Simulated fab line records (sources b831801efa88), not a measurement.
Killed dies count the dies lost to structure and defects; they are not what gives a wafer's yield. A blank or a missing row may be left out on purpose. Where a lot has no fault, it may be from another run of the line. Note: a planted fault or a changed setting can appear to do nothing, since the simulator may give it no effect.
Which of the tools did it? | flow gf180mcu | 6 lots with 18 wafers sampled at 2 steps, on a route of 602 steps

## WHAT EACH GAUGE READ, for each wafer
GF_V5_OVL_MEAS_15.
lot  | measured     | on         | V5_OVL (nm)
L856 | day 27 23:34 | overlay-01 | -5 -4 3
L858 | day 29 01:37 | overlay-02 | -7 -2 -1
L860 | day 29 07:23 | overlay-02 | -9 -6 -6
L862 | day 30 04:49 | overlay-02 | 6 -1 9
L871 | day 32 08:43 | overlay-01 | 1 2 3
L877 | day 34 03:07 | overlay-01 | 3 7 1

## EACH LOT AND THE TOOL THAT RAN IT (in order: tool; ch and the chambers of the sampled wafers; start)
lot  | GF_V2_CMP_26
L856 | cmp-02 ch 1,2,3, day 21 02:12
L858 | cmp-02 ch 0,1,3, day 22 09:01
L860 | cmp-01 ch 0,3, day 22 13:17
L862 | cmp-01 ch 1,2,3, day 23 14:38
L871 | cmp-01 ch 0,1,2, day 26 07:56
L877 | cmp-02 ch 0,1,3, day 28 10:01
- GF_V2_CMP_26: polishes, stops on SiO2, t overpolish 15 s, target thk 0 nm.

## THE ANSWER, worked out from the rows above alone
Rule: the usual values come from the lots themselves. The widest of any qualifying gaps counts: lots, ordered by their means at a reading, are off when they make up no more than a third of the lots, leave a main group of 4 or more, and stand apart from it by 3 or more times the standard deviation of that group's means. Not used: any main group whose means are identical at the precision the tables above print for the reading. A lot without any number at a reading at which 4 lots or more have one is off too. The other lots that the step has rows for count as sound.
No lot is off on any of the readings shown, so nothing can be concluded from this.

## WHAT THE SIMULATOR HAD INSERTED
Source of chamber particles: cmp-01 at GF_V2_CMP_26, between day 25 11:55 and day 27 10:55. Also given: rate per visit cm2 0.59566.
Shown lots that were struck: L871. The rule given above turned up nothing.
